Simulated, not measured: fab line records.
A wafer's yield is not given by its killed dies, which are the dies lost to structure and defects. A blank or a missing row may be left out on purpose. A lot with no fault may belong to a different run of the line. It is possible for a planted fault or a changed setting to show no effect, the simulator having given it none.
One fault seen from 2 desks / flow sky130 / every desk sees just its own numbers, and what lay behind them comes last

== AT THE TOOL OWNER'S DESK: iline_stepper-01 ==
The tool's own readings at SKY_LDD_N_EXPOSE_04 (exposes mask NTM, target cd 840 nm): means of the sampled wafers that have a number, for each lot that ran on this tool. The brackets show how far a lot's mean lies from the usual mean; more than 4 standard deviations puts the lot out of limits, marked OUT.
Columns: A = exposure_dose_mJ_cm2 at SKY_LDD_N_EXPOSE_04, usual 109.98; B = focus_offset_nm at SKY_LDD_N_EXPOSE_04, usual 0.0 nm
lot=L853; first seen here=day 18 11:41; A=109.93; B=0.0
lot=L854; first seen here=day 18 19:34; A=110.19; B=-0.0
lot=L856; first seen here=day 19 09:25; A=110.11; B=-0.8
lot=L859; first seen here=day 19 17:00; A=110.07; B=-0.7
lot=L861; first seen here=day 19 20:28; A=110.00; B=0.1
lot=L870; first seen here=day 26 18:07; A=110.02; B=0.4
lot=L871; first seen here=day 26 20:11; A=109.80; B=0.7
This desk found nothing out of limits on any of the 7 lots.

== AT THE METROLOGY DESK ==
What the gauges read, lot by lot, whatever tool the lot ran on: means of the sampled wafers that have a number. The brackets show how far a lot's mean lies from the usual mean; more than 4 standard deviations puts the lot out of limits, marked OUT.
Columns: A = cd_nm at SKY_VT_ADJUST_HVTR_CD_MEAS_07, usual 379.4 nm; B = SONOS_TUNNEL_OVL at SKY_SONOS_TUNNEL_OVL_MEAS_08, usual 0.4 nm; C = cd_nm at SKY_LDD_P_CD_MEAS_07, usual 379.8 nm
lot=L853; first seen here=day 10 11:22; A=382.0; B=-0.2; C=378.5
lot=L854; first seen here=day 10 15:24; A=379.1; B=0.8; C=378.3
lot=L855; first seen here=day 10 21:46; A=380.6; B=1.3; C=380.8
lot=L856; first seen here=day 11 02:13; A=379.1; B=2.2; C=379.1
lot=L857; first seen here=day 11 04:41; A=377.9; B=1.8; C=385.0
lot=L858; first seen here=day 11 07:12; A=377.9; B=0.2; C=382.9
lot=L859; first seen here=day 11 07:37; A=382.0; B=0.9; C=382.4
lot=L861; first seen here=day 11 08:09; A=379.2; B=1.2; C=377.5
lot=L864; first seen here=day 11 11:16; A=379.3; B=0.1; C=379.8
lot=L866; first seen here=day 11 13:38; A=382.6; B=-0.6; C=376.1
lot=L868; first seen here=day 17 13:41; A=379.3; B=0.8; C=379.2
lot=L872; first seen here=day 17 16:55; A=377.8; B=1.7; C=383.4
lot=L870; first seen here=day 17 18:35; A=380.3; B=1.3; C=379.3
lot=L871; first seen here=day 17 19:30; A=375.5; B=0.8; C=377.1
This desk found nothing out of limits on any of the 14 lots.

== TAKEN TOGETHER ==
The tool owner's desk saw nothing out of limits.
At the metrology desk, nothing out of limits was observed.

== WHAT HAD BEEN PUT IN BY THE SIMULATOR ==
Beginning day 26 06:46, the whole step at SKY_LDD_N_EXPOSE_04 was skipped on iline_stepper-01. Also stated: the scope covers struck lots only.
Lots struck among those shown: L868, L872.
